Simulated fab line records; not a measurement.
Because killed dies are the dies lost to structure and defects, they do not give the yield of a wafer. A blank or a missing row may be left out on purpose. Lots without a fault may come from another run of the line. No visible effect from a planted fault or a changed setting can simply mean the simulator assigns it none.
Matching of chambers | flow gf180mcu | rieDiel-02 running GF_V1_ETCH_16: 4 sister chambers
The step etches BARC in N2/H2. 4 wafers are shown with their chamber, then 8 later ones without.

== WAFERS WITH THEIR CHAMBER ==
wafer  | chamber | oesProductAu (a.u.)
L080.6 | 2       | 0.861
L087.1 | 0       | 0.863
L087.4 | 1       | 0.853
L088.2 | 3       | 0.857

== WAFERS WITHOUT THEIR CHAMBER ==
wafer  | oesProductAu (a.u.)
L088.3 | 0.858
L088.6 | 0.850
L089.1 | 0.864
L089.4 | 0.851
L089.5 | 0.862
L090.1 | 0.857
L090.2 | 0.858
L090.6 | 0.857

== THE CHAMBER EACH PASSED THROUGH ==
wafer  | from the rows above     | in truth
L088.3 | can't be placed: 3 or 2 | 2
L088.6 | 1                       | 1
L089.1 | can't be placed: 0 or 2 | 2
L089.4 | 1                       | 1
L089.5 | can't be placed: 0 or 2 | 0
L090.1 | 3                       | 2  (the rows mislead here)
L090.2 | can't be placed: 3 or 2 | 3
L090.6 | 3                       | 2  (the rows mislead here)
Placed correctly: 2 of 8. These rows do not allow placing 4 (true chamber among the candidates in 4). Number placed wrongly: 2.
How it was worked out, from the rows above alone: a wafer's distance from a chamber is the root of the sum, over the readings, of the square of ((its reading less the chamber's mean) divided by the reading's scatter). The wafer belongs to the nearest chamber; if the next one is less than 2 further off, it can't be placed. The mean given for a chamber averages the wafers shown for that chamber. The scatter: with one shown wafer a chamber, the root of the mean of the squares of how far each hidden wafer lies from its nearest shown one.
